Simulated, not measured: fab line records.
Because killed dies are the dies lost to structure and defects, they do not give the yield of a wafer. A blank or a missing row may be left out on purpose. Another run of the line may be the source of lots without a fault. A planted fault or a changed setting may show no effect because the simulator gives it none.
fab line records	flow sky130
record lots=11	wafers=33	last-day=50
route steps=708 shown VT_ADJUST_LVTN@115 SD_P@329 LI_CONTACT@377
lots that met no fault: from a run of the same line without faults
start-h: start of the lot's first displayed wafer, in hours after the record's first day	wait-h: hours since the lot's step before	" unchanged from the row above	L1.1+2: a single row standing in for several wafers	- either no value or no given start	* or withheld: withheld	< > ~ a bound
route shown NAME@n: NAME is a module with steps in the file, n the number in the route of the first one	usual: average and standard deviation across the fault-free wafers	same: alike in all rows	chamber/n: place in a boat	sites: per-site readings	_std_site: the values' standard deviation	_edge_site: mean of outer sites minus mean of inner sites	radius-mm: how far each site lies from the wafer's centre	mask NAME#n: copy n	behind: the last tool/chamber to shape the wafer	hold: why the lot was held/for how many hours/how that ended	device: whichever transistor did not switch (one of n, p or np)	end of line: tests run on the same wafers once the route is complete	for a step that has no rows: nothing shown but its recipe	killed: at the first sort, the dies lost to defects and structure; wafer yield is something else	map: per-die view of a wafer (x killed, . not killed, _ where there is no die)
set.NAME: setting as actually run; set.NAME@STEP: the setting as run at that earlier step	model.NAME: the simulator's own value behind a step, which no gauge read
a sample of lots followed through the steps of the route, with each step as a table and each wafer as a row
services: a tool's chamber out of use, with start hour (start-h, from the record's first day; less than 0 if before it), hours out, and reason
## steps
# step SKY_VT_ADJUST_LVTN_OVL_MEAS_18
# usual VT_ADJUST_LVTN_01_OVL=-0.2/1.4
lot.wafer	tool	chamber	start-h	wait-h	VT_ADJUST_LVTN_01_OVL[nm]
L678.1	overlay-01	-	201.15	0.1	1.3
L678.2	"	-	"	"	0.2
L678.6	"	-	"	"	2.2
L680.1	overlay-01	-	214.96	0.1	-0.4
L680.4	"	-	"	"	-0.8
L680.5	"	-	"	"	1.0
L681.1	overlay-01	-	216.16	0.1	-1.7
L681.2	"	-	"	"	-0.5
L681.4	"	-	"	"	0.3
L683.2	overlay-01	-	231.43	0.1	-2.3
L683.4	"	-	"	"	-1.3
L683.5	"	-	"	"	-2.1
L684.2	overlay-01	-	242.56	0.1	0.4
L684.3	"	-	"	"	-1.8
L684.5	"	-	"	"	-1.5
L685.1	overlay-02	-	247.95	0.1	-2.0
L685.4	"	-	"	"	-0.9
L685.5	"	-	"	"	-0.7
L686.2	overlay-01	-	264.81	0.1	-0.3
L686.4	"	-	"	"	-0.7
L686.5	"	-	"	"	0.6
L689.2	overlay-02	-	275.82	0.1	-3.5
L689.4	"	-	"	"	-1.1
L689.6	"	-	"	"	-1.3
L690.1	overlay-02	-	280.98	0.1	0.0
L690.2	"	-	"	"	0.3
L690.4	"	-	"	"	1.1
L694.3	overlay-02	-	311.89	0.1	1.8
L694.4	"	-	"	"	0.5
L694.5	"	-	"	"	1.3
L695.1	overlay-02	-	317.75	0.1	0.5
L695.2	"	-	"	"	-0.9
L695.6	"	-	"	"	1.3
# step SKY_SD_P_IMPLANT_09
# recipe species=BF2	energy-kev=20	dose-cm2=3e+15	tilt-deg=0
# usual beam-on-s=14.5/1.1	faraday-current-uA=11351/890
lot.wafer	tool	chamber	start-h	wait-h	beam-on-s	faraday-current-uA
L678.1	implanter-02	0	638.72	0.0	14.9	11021
L678.2	"	0	"	"	14.9	11028
L678.6	"	0	"	"	14.7	11181
L681.1	implanter-01	0	661.57	0.0	12.4	13178
L681.2	"	0	"	"	12.4	13121
L681.4	"	0	"	"	12.7	12807
L680.1	implanter-02	0	663.04	0.0	14.5	11298
L680.4	"	0	"	"	14.3	11531
L680.5	"	0	"	"	14.8	11150
L683.2	implanter-02	0	674.19	0.0	15.0	10942
L683.4	"	0	"	"	14.8	11077
L683.5	"	0	"	"	14.2	11570
L684.2	implanter-04	0	685.16	0.0	16.1	10257
L684.3	"	0	"	"	16.0	10267
L684.5	"	0	"	"	15.9	10372
L685.1	implanter-02	0	693.68	0.0	14.9	11078
L685.4	"	0	"	"	14.9	11062
L685.5	"	0	"	"	14.5	11304
L686.2	implanter-02	0	707.71	0.0	11.8	13955
L686.4	"	0	"	"	12.0	13602
L686.5	"	0	"	"	12.0	13660
L689.2	implanter-02	0	723.36	0.0	11.8	13940
L689.4	"	0	"	"	11.5	14226
L689.6	"	0	"	"	11.7	14064
L690.1	implanter-04	0	734.63	0.0	15.4	10631
L690.2	"	0	"	"	15.8	10451
L690.4	"	0	"	"	16.0	10250
L694.3	implanter-01	0	762.47	0.1	12.3	13213
L694.4	"	0	"	"	12.5	12995
L694.5	"	0	"	"	13.2	12405
L695.1	implanter-01	0	764.73	0.0	12.7	12806
L695.2	"	0	"	"	12.6	12970
L695.6	"	0	"	"	12.6	13032
# step SKY_SD_P_STRIP_10
# recipe chemistry=O2/N2	power-w=1400	pressure-mtorr=1500	platen-temp-c=withheld	o2-flow-sccm=3000	n2-flow-sccm=300	overash-fraction=0.5
# usual drypump-motor-current-A=5.6/0.56	oes-product-au=0.617/0.0045	strip-time-to-endpoint-s=17.51/0.047
lot.wafer	tool	chamber	start-h	wait-h	drypump-motor-current-A	oes-product-au	rf-hours-counter-h	strip-time-to-endpoint-s
L678.1	plasma-asher-02	0	638.87	0.1	6.4	0.618	95	17.45
L678.2	"	1	"	"	4.9	0.613	95	17.50
L678.6	"	1	"	"	4.9	0.622	-	17.49
L681.1	plasma-asher-03	0	661.72	0.1	6.3	0.611	22	17.53
L681.2	"	1	"	"	4.9	0.616	22	17.48
L681.4	"	0	"	"	6.2	0.610	-	17.45
L680.1	plasma-asher-04	0	663.19	0.1	5.6	0.622	51	17.51
L680.4	"	0	"	"	5.6	0.623	-	17.58
L680.5	"	1	"	"	5.8	0.612	-	17.51
L683.2	plasma-asher-02	0	674.31	0.1	6.4	0.620	99	17.50
L683.4	"	1	"	"	4.8	0.610	-	17.53
L683.5	"	1	"	"	4.8	0.620	-	17.51
L684.2	plasma-asher-04	1	685.28	0.1	5.8	0.616	54	17.54
L684.3	"	1	"	"	5.8	0.608	-	17.54
L684.5	"	1	"	"	5.8	0.619	-	17.53
L685.1	plasma-asher-04	0	693.83	0.1	5.6	0.614	54	17.52
L685.4	"	0	"	"	5.6	0.623	-	17.56
L685.5	"	1	"	"	5.8	0.616	-	17.57
L686.2	plasma-asher-03	0	707.83	0.1	6.3	0.633	27	17.08
L686.4	"	0	"	"	6.3	0.620	-	17.03
L686.5	"	1	"	"	4.9	0.624	-	17.06
L689.2	plasma-asher-04	0	723.48	0.1	5.6	0.629	57	17.08
L689.4	"	0	"	"	5.6	0.631	-	17.08
L689.6	"	1	"	"	5.8	0.630	-	17.12
L690.1	plasma-asher-03	1	734.78	0.1	4.9	0.619	30	17.47
L690.2	"	0	"	"	6.2	0.621	30	17.43
L690.4	"	1	"	"	4.9	0.613	-	17.45
L694.3	plasma-asher-04	1	762.60	0.1	5.8	0.622	-	17.45
L694.4	"	0	"	"	5.5	0.614	-	17.48
L694.5	"	0	"	"	5.6	0.614	-	17.49
L695.1	plasma-asher-03	1	764.88	0.1	4.9	0.620	32	17.45
L695.2	"	0	"	"	6.2	0.614	32	17.48
L695.6	"	1	"	"	4.9	0.615	-	17.50
# step SKY_SD_P_TW_MEAS_11
# usual SD_P_TW=2819/12
lot.wafer	tool	chamber	start-h	wait-h	SD_P_TW
L678.1	film-metro-01	-	638.97	0.1	2809
L678.2	"	-	"	"	2821
L678.6	"	-	"	"	2824
L681.1	film-metro-03	-	661.82	0.1	2809
L681.2	"	-	"	"	2820
L681.4	"	-	"	"	2812
L680.1	film-metro-04	-	663.29	0.1	2820
L680.4	"	-	"	"	2818
L680.5	"	-	"	"	2822
L683.2	film-metro-04	-	674.42	0.1	2819
L683.4	"	-	"	"	2839
L683.5	"	-	"	"	2831
L684.2	film-metro-04	-	685.39	0.1	2810
L684.3	"	-	"	"	2836
L684.5	"	-	"	"	2806
L685.1	film-metro-04	-	693.93	0.1	2839
L685.4	"	-	"	"	2838
L685.5	"	-	"	"	2825
L686.2	film-metro-04	-	707.94	0.1	2695
L686.4	"	-	"	"	2702
L686.5	"	-	"	"	2697
L689.2	film-metro-03	-	723.59	0.1	2699
L689.4	"	-	"	"	2707
L689.6	"	-	"	"	2725
L690.1	film-metro-04	-	734.88	0.1	2832
L690.2	"	-	"	"	2837
L690.4	"	-	"	"	2818
L694.3	film-metro-03	-	762.69	0.1	2808
L694.4	"	-	"	"	2808
L694.5	"	-	"	"	2806
L695.1	film-metro-03	-	764.98	0.1	2812
L695.2	"	-	"	"	2796
L695.6	"	-	"	"	2801
# step SKY_SD_N_RS_MEAS_17
# recipe thk-meas-gauge=four-point-probe
# usual SD_P_RS=147.1/0.36
lot.wafer	tool	chamber	start-h	wait-h	SD_P_RS[ohm/sq]
L678.1	film-metro-04	-	696.71	0.1	147.2
L678.2	"	-	"	"	147.3
L678.6	"	-	"	"	147.6
L681.1	film-metro-03	-	717.76	0.1	146.9
L681.2	"	-	"	"	146.7
L681.4	"	-	"	"	147.2
L680.1	film-metro-03	-	719.20	0.1	146.7
L680.4	"	-	"	"	146.4
L680.5	"	-	"	"	146.2
L683.2	film-metro-03	-	730.72	0.1	147.7
L683.4	"	-	"	"	147.8
L683.5	"	-	"	"	147.8
L684.2	film-metro-04	-	740.26	0.1	147.0
L684.3	"	-	"	"	147.1
L684.5	"	-	"	"	147.4
L685.1	film-metro-01	-	749.62	0.1	147.1
L685.4	"	-	"	"	146.5
L685.5	"	-	"	"	146.8
L686.2	film-metro-03	-	763.48	0.1	151.3
L686.4	"	-	"	"	150.7
L686.5	"	-	"	"	151.0
L689.2	film-metro-01	-	777.67	0.1	150.8
L689.4	"	-	"	"	151.0
L689.6	"	-	"	"	150.8
L690.1	film-metro-04	-	788.64	0.1	147.0
L690.2	"	-	"	"	147.0
L690.4	"	-	"	"	146.9
L694.3	film-metro-04	-	816.02	0.1	147.2
L694.4	"	-	"	"	147.3
L694.5	"	-	"	"	147.1
L695.1	film-metro-03	-	818.61	0.1	147.0
L695.2	"	-	"	"	147.1
L695.6	"	-	"	"	147.6
# step SKY_LI_CONTACT_ETCH_15
# recipe target=PSG	chemistry=C4F8/O2/Ar	stop-on=Si	taper-deg=4.15	mask-material=KrF-thick	source-w=1500	bias-w=1200	pressure-mtorr=40	c4f8-flow-sccm=withheld	O2_flow_sccm=6	Ar_flow_sccm=300	time-s=withheld	target-depth-a=6000
# usual oes-product-au=0.837/0.0047
lot.wafer	tool	chamber	start-h	wait-h	oes-product-au
L678.1	rie-diel-02	1	724.55	0.0	0.832
L678.2	"	3	"	"	0.841
L678.6	"	2	"	"	0.845
L681.1	rie-diel-03	1	745.14	0.0	0.831
L681.2	"	0	"	"	0.839
L681.4	"	1	"	"	0.843
L680.1	rie-diel-03	3	747.44	0.0	0.831
L680.4	"	2	"	"	0.841
L680.5	"	0	"	"	0.834
L683.2	rie-diel-03	2	758.84	0.0	0.838
L683.4	"	2	"	"	0.837
L683.5	"	0	"	"	0.839
L684.2	rie-diel-02	2	768.58	0.0	0.842
L684.3	"	1	"	"	0.836
L684.5	"	2	"	"	0.831
L685.1	rie-diel-02	0	777.24	0.0	0.833
L685.4	"	2	"	"	0.835
L685.5	"	2	"	"	0.841
L686.2	rie-diel-01	1	789.90	0.0	0.838
L686.4	"	3	"	"	0.840
L686.5	"	0	"	"	0.834
L689.2	rie-diel-02	3	805.00	0.0	0.833
L689.4	"	3	"	"	0.834
L689.6	"	1	"	"	0.834
L690.1	rie-diel-02	2	816.60	0.0	0.840
L690.2	"	1	"	"	0.837
L690.4	"	3	"	"	0.835
L694.3	rie-diel-01	1	843.14	0.0	0.827
L694.4	"	3	"	"	0.841
L694.5	"	1	"	"	0.832
L695.1	rie-diel-03	3	845.95	0.0	0.841
L695.2	"	0	"	"	0.838
L695.6	"	2	"	"	0.838
# step SKY_LI_CONTACT_CVD_21
# recipe material=W	target-thk-nm=400	time-s=120.56	temp-c=400	pressure-torr=40
# usual heater-power-outer-w=480/18	heater-power-w=768/56
lot.wafer	tool	chamber	start-h	wait-h	heater-power-outer-w	heater-power-w
L678.1	cvd-w-01	1	725.07	0.0	478	769
L678.2	"	0	"	"	451	698
L678.6	"	1	"	"	487	762
L681.1	cvd-w-01	0	745.83	0.0	457	707
L681.2	"	1	"	"	492	771
L681.4	"	1	"	"	494	759
L680.1	cvd-w-01	1	747.95	0.0	482	762
L680.4	"	0	"	"	453	700
L680.5	"	1	"	"	498	772
L683.2	cvd-w-01	1	759.35	0.0	488	773
L683.4	"	1	"	"	495	773
L683.5	"	1	"	"	480	785
L684.2	cvd-w-01	0	769.09	0.0	439	706
L684.3	"	0	"	"	453	725
L684.5	"	1	"	"	490	766
L685.1	cvd-w-01	1	777.75	0.0	491	776
L685.4	"	0	"	"	454	707
L685.5	"	0	"	"	464	697
L686.2	cvd-w-02	1	790.45	0.0	499	807
L686.4	"	0	"	"	485	854
L686.5	"	1	"	"	494	842
L689.2	cvd-w-01	1	805.53	0.0	494	777
L689.4	"	0	"	"	468	710
L689.6	"	0	"	"	460	705
L690.1	cvd-w-01	1	817.12	0.0	480	778
L690.2	"	0	"	"	459	698
L690.4	"	1	"	"	491	796
L694.3	cvd-w-01	1	843.71	0.1	508	770
L694.4	"	0	"	"	472	703
L694.5	"	0	"	"	469	711
L695.1	cvd-w-02	1	846.50	0.0	494	837
L695.2	"	0	"	"	501	865
L695.6	"	1	"	"	488	823
## services
tool	chamber	start-h	hours	kind
rie-diel-01	2	629.42	3.9	repair
implanter-01	-	634.48	1.8	repair
plasma-asher-04	-	643.86	1.8	repair
implanter-04	-	646.51	3.5	pm
rie-diel-02	3	652.25	31.3	repair
rie-diel-03	-	661.51	2.8	pm
rie-diel-03	-	670.20	2.0	repair
rie-diel-03	-	670.23	0.6	repair
rie-diel-02	-	670.35	0.5	repair
rie-diel-02	-	673.76	2.2	repair
rie-diel-02	0	688.76	24.9	repair
rie-diel-03	0	689.35	6.7	repair
rie-diel-03	3	694.04	31.4	repair
plasma-asher-04	-	703.84	1.4	repair
rie-diel-03	1	736.12	4.1	repair
rie-diel-03	3	737.14	10.1	repair
cvd-w-01	-	743.84	0.5	repair
plasma-asher-03	-	747.25	0.9	repair
rie-diel-03	3	749.98	9.4	repair
implanter-02	-	787.49	5.5	pm
rie-diel-03	0	796.26	2.4	repair
rie-diel-03	2	796.66	3.0	repair
rie-diel-02	1	835.82	3.7	repair
implanter-01	-	839.19	4.5	pm
## key
first-sign step=SKY_SD_P_IMPLANT_09	reading=faraday-current-uA	direction=up	sigmas=2.9	usual=11351	struck=13908
effect step=SKY_SD_P_IMPLANT_09	reading=beam-on-s	direction=down	sigmas=2.5	usual=14.5	struck=11.8
effect step=SKY_SD_P_STRIP_10	reading=strip-time-to-endpoint-s	direction=down	sigmas=9.3	usual=*	struck=*
effect step=SKY_SD_P_TW_MEAS_11	reading=SD_P_TW	direction=down	sigmas=9.6	usual=2819	struck=2704
effect step=SKY_SD_N_RS_MEAS_17	reading=SD_P_RS	direction=up	sigmas=10	usual=147.1	struck=150.9
met-at SKY_SD_P_IMPLANT_09
struck-lots L686,L689
tester-left-out L686,L689
not-acting-at SKY_VT_ADJUST_LVTN_OVL_MEAS_18,SKY_LI_CONTACT_ETCH_15,SKY_LI_CONTACT_CVD_21
onset-between 693.68 707.71
fault kind=process-parameter-drift	tool=implanter-02	chamber=-	onset-h=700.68	steps=SKY_SD_P_IMPLANT_09	channel=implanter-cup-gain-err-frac	offset=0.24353	shape=step	end-h=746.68
# tester-left-out: of these lots the tester's yield and bins aren't shown, on N5 and GAA mostly nor the transistor test; their killed dies are dies lost to structure and defects alone, not to doping, threshold or leakage, so they don't give the yield
